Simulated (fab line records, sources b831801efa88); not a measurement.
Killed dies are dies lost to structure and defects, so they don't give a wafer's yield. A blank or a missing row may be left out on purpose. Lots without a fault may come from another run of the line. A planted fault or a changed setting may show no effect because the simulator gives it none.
Which tool did it? | flow sky130 | 9 lots, 27 wafers sampled, at 3 steps of a route of 708

WHAT THE GAUGES READ, wafer by wafer
SKY_SONOS_ONO_THK_MEAS_01.
lot  | measured     | on            | SONOS_ONO_OXIDATION_THK (nm)
L252 | day 11 19:58 | film_metro-02 | 2.59 2.58 2.55
L262 | day 14 16:17 | film_metro-01 | 6.89 6.90 6.93 6.94 6.86 6.91
L263 | day 14 23:25 | film_metro-01 | 6.90 6.87 6.89 6.90 6.95 6.91
L266 | day 15 23:44 | film_metro-03 | 2.60 2.62 2.59
L267 | day 16 04:14 | film_metro-03 | 2.61 2.57 2.60
L270 | day 17 18:13 | film_metro-03 | 2.61 2.65 2.61
L271 | day 17 18:14 | film_metro-02 | 2.55 2.62 2.59
L273 | day 18 06:50 | film_metro-02 | 2.66 2.72 2.62
L274 | day 18 17:17 | film_metro-03 | 2.65 2.61 2.56

SKY_CONTACT_CD_MEAS_14: target cd 170 nm.
lot  | measured     | on        | cd_nm (nm)
L252 | day 31 17:19 | cd_sem-01 | 170.4 171.2 171.4
L266 | day 36 03:29 | cd_sem-02 | 170.2 171.0 170.4
L267 | day 36 04:58 | cd_sem-02 | 171.3 170.5 170.1
L270 | day 37 09:52 | cd_sem-01 | 173.3 172.1 173.2
L271 | day 37 13:38 | cd_sem-01 | 169.1 168.7 167.8
L273 | day 38 02:07 | cd_sem-02 | 170.0 170.0 169.8
L274 | day 38 09:23 | cd_sem-02 | 168.2 166.4 166.5

WHICH TOOL RAN EACH LOT (tool, then ch and the chambers of the sampled wafers, then the start)
lot  | SKY_VT_ADJUST_LVTN_STRIP_09
L252 | plasma_asher-04 ch 0,1, day 7 06:06
L262 | plasma_asher-04 ch 0,1, day 9 13:05
L263 | plasma_asher-02 ch 0,1, day 9 20:26
L266 | plasma_asher-02 ch 0,1, day 10 16:00
L267 | plasma_asher-02 ch 0,1, day 10 20:21
L270 | plasma_asher-04 ch 0,1, day 12 00:16
L271 | plasma_asher-04 ch 0,1, day 12 01:09
L273 | plasma_asher-03 ch 0,1, day 12 13:25
L274 | plasma_asher-02 ch 0,1, day 12 22:34
- SKY_VT_ADJUST_LVTN_STRIP_09: strips in O2/N2.

WHAT THE TOOLS THEMSELVES READ (means of the sampled wafers that have a number; where no wafer has one, the mark that the record gives instead)
SKY_VT_ADJUST_LVTN_STRIP_09.
lot  | tool            | drypump_motor_current_A (A) | n2_flow_sccm (sccm) | oes_product_au (a.u.) | strip_time_to_endpoint_s (s)
L252 | plasma_asher-04 | 5.5                         | 299.7               | 0.722                 | 36.86
L262 | plasma_asher-04 | 5.4                         | 299.8               | 0.722                 | 36.74
L263 | plasma_asher-02 | 6.1                         | 300.0               | 0.727                 | 36.95
L266 | plasma_asher-02 | 6.1                         | 300.6               | 0.720                 | 36.90
L267 | plasma_asher-02 | 6.0                         | 300.5               | 0.722                 | 36.87
L270 | plasma_asher-04 | 5.4                         | 300.2               | 0.722                 | 36.90
L271 | plasma_asher-04 | 5.4                         | 299.8               | 0.720                 | 36.86
L273 | plasma_asher-03 | 6.5                         | 299.8               | 0.724                 | 37.05
L274 | plasma_asher-02 | 6.1                         | 299.4               | 0.725                 | 36.91

THE ANSWER, worked out from the rows above alone
Rule: what is usual is taken from the lots themselves. Put in order of their means at a reading, lots are off if they are a third of the lots or fewer, leave a main group of 4 or more, and stand apart from it by a gap of 3 or more times the standard deviation of the main group's means; of several such gaps the widest counts. A main group whose means are all the same, to the digits that the tables above print for the reading, isn't used. A lot without any number at a reading at which 4 lots or more have one is off too. The other lots that the step has rows for count as sound. The gauges are gone through in route order, then the tools' own readings, and for those a lot's mean is taken as printed above. The first step at which some lot is off is used, and at that step the reading that is off furthest; a lot without a number counts as furthest.
Off: L262, L263, at SKY_SONOS_ONO_THK_MEAS_01 (SONOS_ONO_OXIDATION_THK). The main group: mean 2.61 nm, standard deviation 0.028.
A tool fits if, at a process step before that reading, it ran every lot that is off, and no sound lot after the first of them. The gauges at SKY_SONOS_ONO_THK_MEAS_01 are tried like those tools. One fits: film_metro-01 at SKY_SONOS_ONO_THK_MEAS_01. It ran no sound lot before its first lot that is off in this sample, so the start can't be narrowed down.

WHAT THE SIMULATOR HAD PUT IN
Metrology matching offset: film_metro-01, from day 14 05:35 on, at SKY_SONOS_ONO_THK_MEAS_01. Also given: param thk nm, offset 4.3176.
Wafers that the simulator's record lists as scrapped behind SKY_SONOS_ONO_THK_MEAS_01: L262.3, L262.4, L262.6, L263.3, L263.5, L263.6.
Lots struck among those shown: L262, L263. The rule above found the same.
